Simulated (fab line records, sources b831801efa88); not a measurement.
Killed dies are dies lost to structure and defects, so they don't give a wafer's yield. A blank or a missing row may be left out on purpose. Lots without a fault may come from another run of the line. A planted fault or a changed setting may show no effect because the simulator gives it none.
Which tool did it? | flow gf180mcu | 14 lots, 42 wafers sampled, at 4 steps of a route of 602

WHAT THE GAUGES READ, wafer by wafer
GF_TOP_METAL_OVL_MEAS_15. Usual: TOP_METAL_OVL -0.4 nm, standard deviation 1.4.
lot  | measured     | on         | TOP_METAL_OVL (nm) | flag
L855 | day 27 13:55 | overlay-01 | -0.1 0.5 -0.2      |
L858 | day 28 20:58 | overlay-02 | 1.3 -1.6 0.1       |
L860 | day 29 15:40 | overlay-02 | -0.6 -2.1 -1.1     |
L859 | day 29 16:49 | overlay-01 | 0.7 2.5 0.7        |
L861 | day 30 03:28 | overlay-01 | 2.4 2.2 1.8        |
L862 | day 30 04:43 | overlay-02 | -1.6 -1.2 -1.7     |
L863 | day 30 21:28 | overlay-02 | -0.6 -0.3 -0.1     |
L866 | day 31 15:25 | overlay-02 | -0.9 1.3 -1.6      |
L870 | day 32 16:58 | overlay-01 | -0.8 -0.5 0.0      |
L872 | day 33 00:05 | overlay-01 | 1.5 0.3 0.1        |
L873 | day 33 06:28 | overlay-01 | -0.7 0.6 1.6       |
L875 | day 33 11:25 | overlay-02 | -0.1 -2.2 0.5      |
L876 | day 33 13:55 | overlay-02 | -1.0 -0.4 -0.4     |
L877 | day 33 20:10 | overlay-01 | 1.8 0.0 0.8        |

WHICH TOOL RAN EACH LOT (tool, then ch and the chambers of the sampled wafers, then the start)
lot  | GF_HV_LDD_STRIP_37                   | GF_MIM_SPUTTER_03            | GF_MIM_SPUTTER_04
L855 | plasma_asher-04 ch 0,1, day 11 06:58 | pvd_sputter-03, day 23 20:47 | pvd_sputter-03, day 23 20:49
L858 | plasma_asher-04 ch 0,1, day 12 10:28 | pvd_sputter-04, day 25 09:10 | pvd_sputter-04, day 25 09:11
L860 | plasma_asher-04 ch 0,1, day 13 05:16 | pvd_sputter-01, day 26 05:26 | pvd_sputter-01, day 26 05:27
L859 | plasma_asher-02 ch 0,1, day 13 06:34 | pvd_sputter-01, day 26 06:30 | pvd_sputter-01, day 26 06:31
L861 | plasma_asher-02 ch 0,1, day 13 17:22 | pvd_sputter-01, day 26 18:41 | pvd_sputter-01, day 26 18:42
L862 | plasma_asher-02 ch 0,1, day 13 17:37 | pvd_sputter-03, day 26 19:44 | pvd_sputter-03, day 26 19:46
L863 | plasma_asher-04 ch 0,1, day 14 14:07 | pvd_sputter-01, day 27 15:43 | pvd_sputter-01, day 27 15:44
L866 | plasma_asher-01 ch 0,1, day 15 08:19 | pvd_sputter-03, day 28 08:53 | pvd_sputter-03, day 28 08:55
L870 | plasma_asher-01 ch 0,1, day 16 19:13 | pvd_sputter-04, day 29 14:16 | pvd_sputter-04, day 29 14:17
L872 | plasma_asher-01 ch 1, day 17 03:58   | pvd_sputter-04, day 29 23:01 | pvd_sputter-04, day 29 23:02
L873 | plasma_asher-04 ch 0,1, day 17 10:22 | pvd_sputter-04, day 30 05:03 | pvd_sputter-04, day 30 05:04
L875 | plasma_asher-04 ch 0,1, day 17 23:55 | pvd_sputter-03, day 30 12:34 | pvd_sputter-03, day 30 12:35
L876 | plasma_asher-01 ch 0,1, day 18 02:28 | pvd_sputter-01, day 30 15:25 | pvd_sputter-01, day 30 15:26
L877 | plasma_asher-04 ch 0,1, day 18 09:28 | pvd_sputter-03, day 30 22:01 | pvd_sputter-03, day 30 22:02
- GF_HV_LDD_STRIP_37: strips in O2/N2.
- GF_MIM_SPUTTER_03: material Ti, target thk 10 nm, time 6.7 s.
- GF_MIM_SPUTTER_04: material TiN, target thk 50 nm, time 41.7 s.

WHAT THE TOOLS THEMSELVES READ (means of the sampled wafers that have a number; where no wafer has one, the mark that the record gives instead)
GF_HV_LDD_STRIP_37. Usual: drypump_motor_current_A 5.53 A, standard deviation 0.21; heater_power_w 360 W, standard deviation 44; oes_product_au 0.717 a.u., standard deviation 0.0049; strip_time_to_endpoint_s 12.62 s, standard deviation 0.034.
lot  | tool            | drypump_motor_current_A (A) | heater_power_w (W) | oes_product_au (a.u.) | strip_time_to_endpoint_s (s) | flag
L855 | plasma_asher-04 | 5.51                        | 379                | 0.715                 | 12.62                        |
L858 | plasma_asher-04 | 5.50                        | 412                | 0.715                 | 12.63                        |
L860 | plasma_asher-04 | 5.49                        | 390                | 0.717                 | 12.63                        |
L859 | plasma_asher-02 | 5.83                        | 328                | 0.715                 | 12.57                        |
L861 | plasma_asher-02 | 5.85                        | 332                | 0.719                 | 12.61                        |
L862 | plasma_asher-02 | 5.69                        | 334                | 0.713                 | 12.61                        |
L863 | plasma_asher-04 | 5.49                        | 407                | 0.712                 | 12.58                        |
L866 | plasma_asher-01 | 5.31                        | 319                | 0.718                 | 12.64                        |
L870 | plasma_asher-01 | 5.28                        | 317                | 0.717                 | 12.66                        |
L872 | plasma_asher-01 | 5.34                        | 303                | 0.716                 | 12.58                        |
L873 | plasma_asher-04 | 5.51                        | 410                | 0.715                 | 12.63                        |
L875 | plasma_asher-04 | 5.50                        | 381                | 0.718                 | 12.58                        |
L876 | plasma_asher-01 | 5.31                        | 319                | 0.715                 | 12.62                        |
L877 | plasma_asher-04 | 5.49                        | 385                | 0.718                 | 12.60                        |

GF_MIM_SPUTTER_03. Usual: throttle_valve_pct 29.9 %, standard deviation 1.1.
lot  | tool           | throttle_valve_pct (%) | flag
L855 | pvd_sputter-03 | 29.7                   |
L858 | pvd_sputter-04 | 31.0                   |
L860 | pvd_sputter-01 | 29.0                   |
L859 | pvd_sputter-01 | 29.9                   |
L861 | pvd_sputter-01 | 30.4                   |
L862 | pvd_sputter-03 | 29.7                   |
L863 | pvd_sputter-01 | 30.0                   |
L866 | pvd_sputter-03 | 29.0                   |
L870 | pvd_sputter-04 | 30.8                   |
L872 | pvd_sputter-04 | 31.1                   |
L873 | pvd_sputter-04 | 30.8                   |
L875 | pvd_sputter-03 | 30.4                   |
L876 | pvd_sputter-01 | 29.1                   |
L877 | pvd_sputter-03 | 30.4                   |

GF_MIM_SPUTTER_04. Usual: throttle_valve_pct 29.9 %, standard deviation 1.1.
lot  | tool           | throttle_valve_pct (%) | flag
L855 | pvd_sputter-03 | 29.7                   |
L858 | pvd_sputter-04 | 30.9                   |
L860 | pvd_sputter-01 | 29.2                   |
L859 | pvd_sputter-01 | 29.8                   |
L861 | pvd_sputter-01 | 30.6                   |
L862 | pvd_sputter-03 | 29.6                   |
L863 | pvd_sputter-01 | 30.0                   |
L866 | pvd_sputter-03 | 29.2                   |
L870 | pvd_sputter-04 | 30.7                   |
L872 | pvd_sputter-04 | 31.0                   |
L873 | pvd_sputter-04 | 30.9                   |
L875 | pvd_sputter-03 | 30.6                   |
L876 | pvd_sputter-01 | 29.0                   |
L877 | pvd_sputter-03 | 30.3                   |

THE ANSWER, worked out from the rows above alone
Rule: a lot is off if the mean of its wafers that have a number lies more than 3 standard deviations from the usual mean. A lot without any number at a reading at which 4 lots or more have one is off too. The other lots that the step has rows for count as sound. The gauges are gone through in route order, then the tools' own readings, and for those a lot's mean is taken as printed above. The first step at which some lot is off is used, and at that step the reading that is off furthest; a lot without a number counts as furthest.
No lot is off at any reading shown: from this, nothing can be told.

WHAT THE SIMULATOR HAD PUT IN
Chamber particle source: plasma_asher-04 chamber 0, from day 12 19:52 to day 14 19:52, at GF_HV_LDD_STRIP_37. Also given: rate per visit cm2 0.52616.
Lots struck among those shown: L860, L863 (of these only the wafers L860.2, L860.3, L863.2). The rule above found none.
